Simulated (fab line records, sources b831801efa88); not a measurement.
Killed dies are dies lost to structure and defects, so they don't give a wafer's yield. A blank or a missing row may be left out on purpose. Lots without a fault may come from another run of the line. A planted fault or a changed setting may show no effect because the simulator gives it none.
A struck lot beside a sound one | flow sky130 | 25 steps out of a route of 708
Sound: wafers L744.1, L744.3, L744.6. Struck: wafer L754.6. (L754.2, L754.4 of the same lot were not struck and are left out.) The cause comes at the end.
At each step with rows: each side's tool, then ch and its chambers, then its first start. Under that, the readings that differ: sound wafers | struck wafers | difference of the means | sigmas: that difference in standard deviations of wafers without a fault.
alike: readings whose means differ by less than 2 such deviations, and words and numbers that are the same on both sides. not compared: withheld readings, readings that some wafer has no value for, bounds like >300 that may hide the same value, and numbers for which the record gives no deviation and whose values overlap.
The two part at a step that has a row with sigmas, a row that says differs or no value, or rows on one side only. Numbers that don't overlap but have no deviation are shown without sigmas and don't part them. A reading that every wafer of one side lacks parts them only if that side has two wafers or more.

SKY_CONTACT_THK_MEAS_26: measures by xrf.
  sound on film_metro-04, day 35 02:13; struck on film_metro-01, day 38 13:35
  alike: CONTACT_W_THK
then, 1 step without rows for these wafers: SKY_CONTACT_CMP_27 (polishes, stops on SiO2, t overpolish 15 s, target thk 0 nm).
SKY_METAL1_SPUTTER_00: material Ti, target thk 15 nm, time 10 s.
  sound on pvd_sputter-04, day 35 02:34; struck on pvd_sputter-04, day 38 13:56
  alike: throttle_valve_pct
then, 1 step without rows for these wafers: SKY_METAL1_SPUTTER_01 (material TiN, target thk 20 nm, time 16.7 s).
SKY_METAL1_SPUTTER_02: material AlCu, target thk 250 nm, time 13.3 s.
  sound on pvd_sputter-04, day 35 02:37; struck on pvd_sputter-04, day 38 13:59
  alike: throttle_valve_pct
then, 1 step without rows for these wafers: SKY_METAL1_SPUTTER_03 (material Ti, target thk 5 nm, time 3.3 s).
SKY_METAL1_SPUTTER_04: material TiN, target thk 70 nm, time 58.3 s.
  sound on pvd_sputter-04, day 35 02:40; struck on pvd_sputter-04, day 38 14:01
  alike: throttle_valve_pct
SKY_METAL1_RS_MEAS_05: measures by four-point-probe.
  sound on film_metro-02, day 35 02:43; struck on film_metro-04, day 38 14:05
  alike: METAL1_ALCU_RS
SKY_METAL1_THK_MEAS_06: measures by xrf.
  sound on film_metro-02, day 35 02:50; struck on film_metro-04, day 38 14:12
  reading              | sound             | struck | difference | sigmas
  METAL1_ALCU_THK (nm) | 244.3 243.8 241.1 | 249.0  | +5.9       | +2
then, 3 steps without rows for these wafers: SKY_METAL1_DEHYDRATE_07 (time 60 s); SKY_METAL1_HMDS_08 (prime time 60 s); SKY_METAL1_COAT_09 (resist thk 60 nm).
SKY_METAL1_COAT_10: resist thk 450 nm.
  sound on litho_track-04 ch 0, day 35 15:00; struck on litho_track-04 ch 0, day 39 02:00
  reading                                       | sound                | struck | difference | sigmas
  spin_speed_rpm (rpm)                          | 3001.0 3003.4 3000.4 | 2996.7 | -4.9       | -3
  model.KrF-thick_of_METAL1_COAT_10.thk_nm (nm) | 448.7 449 449.8      | 418.5  | -30.7      |
then, 4 steps without rows for these wafers: SKY_METAL1_SOFTBAKE_11 (time 90 s); SKY_METAL1_EXPOSE_12 (exposes mask MM1, target cd 140 nm); SKY_METAL1_PEB_13; SKY_METAL1_DEVELOP_14 (develop time 60 s).
SKY_METAL1_CD_MEAS_15: target cd 140 nm.
  sound on cd_sem-01, day 36 04:35; struck on cd_sem-01, day 39 15:32
  reading    | sound             | struck | difference | sigmas
  cd_nm (nm) | 140.2 140.6 139.6 | 136.3  | -3.8       | -2
SKY_METAL1_OVL_MEAS_16:
  sound on overlay-02, day 36 04:43; struck on overlay-01, day 39 15:38
  alike: METAL1_OVL
SKY_METAL1_DESCUM_17: chemistry O2, time 8 s.
  sound on rie_metal-04 ch 0,1, day 36 04:45; struck on rie_metal-03 ch 1, day 39 15:40
  alike: drypump_motor_current_A, oes_product_au
  not compared: rf_hours_counter_h
SKY_METAL1_ETCH_18: etches BARC in N2/H2, stops on SiO2, time 45.9 s, target depth 60 nm.
  sound on rie_metal-04 ch 0,1, day 36 04:47; struck on rie_metal-03 ch 1, day 39 15:41
  reading               | sound             | struck | difference | sigmas
  oes_product_au (a.u.) | 0.847 0.860 0.853 | 0.864  | +0.011     | +2
  alike: drypump_motor_current_A, throttle_valve_pct
  not compared: rf_hours_counter_h
SKY_METAL1_METAL_ETCH_19: etches the open film in Cl2/BCl3, stops on SiO2, target depth 360 nm, time 78 s.
  sound on rie_metal-04 ch 0,1, day 36 04:51; struck on rie_metal-03 ch 1, day 39 15:46
  reading                                       | sound           | struck | difference | sigmas
  model.KrF-thick_of_METAL1_COAT_10.thk_nm (nm) | 161 157.7 158.1 | 121    | -38        |
  alike: drypump_motor_current_A, oes_product_au, throttle_valve_pct
  not compared: rf_hours_counter_h
SKY_METAL1_STRIP_20: strips in O2/N2.
  sound on plasma_asher-04 ch 1, day 36 04:56; struck on plasma_asher-04 ch 1, day 39 15:51
  reading                      | sound          | struck | difference | sigmas
  strip_time_to_endpoint_s (s) | 2.72 2.68 2.68 | 2.29   | -0.40      | -10
  alike: drypump_motor_current_A, oes_product_au
  not compared: rf_hours_counter_h
then, 1 step without rows for these wafers: SKY_METAL1_STRIP_21 (strips in post etch residue remover, time 1200 s).
-- the record jumps here: 11 days lie between the struck wafers' starts before and after (it left off in module METAL1 and takes up again in module PAD_OPEN, whose first step shown is number 708 of the route) --
SKY_PAD_OPEN_PROBE_99:
  sound on prober-02, day 48 09:49; struck on prober-02, day 50 19:22
  reading                  | sound          | struck | difference | sigmas
  defect_limited_yield (%) | 78.9 81.9 79.3 | 84.8   | +4.8       | +3
  killed_at_M0_to_M3       | 55 45 57       | 38     | -14        | -2
  killed_at_front_end      | 19 15 18       | 6      | -11        | -3
  killed_dies              | 104 89 102     | 75     | -23        | -3
  killed_open              | 57 38 62       | 37     | -15        | -2
  sort_bin_6_memory (%)    | 6.7 4.9 7.3    | 3.9    | -2.4       | -2
  sort_n_pass              | 388 403 390    | 417    | +23        | +3
  sort_yield_pct (%)       | 78.9 81.9 79.3 | 84.8   | +4.8       | +3
  alike: killed_at_M4_up, killed_at_contacts, killed_at_other, killed_short, sort_bin_3_pad_short, sort_bin_5_function

WHERE THEY PART
First at SKY_METAL1_THK_MEAS_06; last, within this record, at SKY_PAD_OPEN_PROBE_99.

WHY: what the simulator had put in
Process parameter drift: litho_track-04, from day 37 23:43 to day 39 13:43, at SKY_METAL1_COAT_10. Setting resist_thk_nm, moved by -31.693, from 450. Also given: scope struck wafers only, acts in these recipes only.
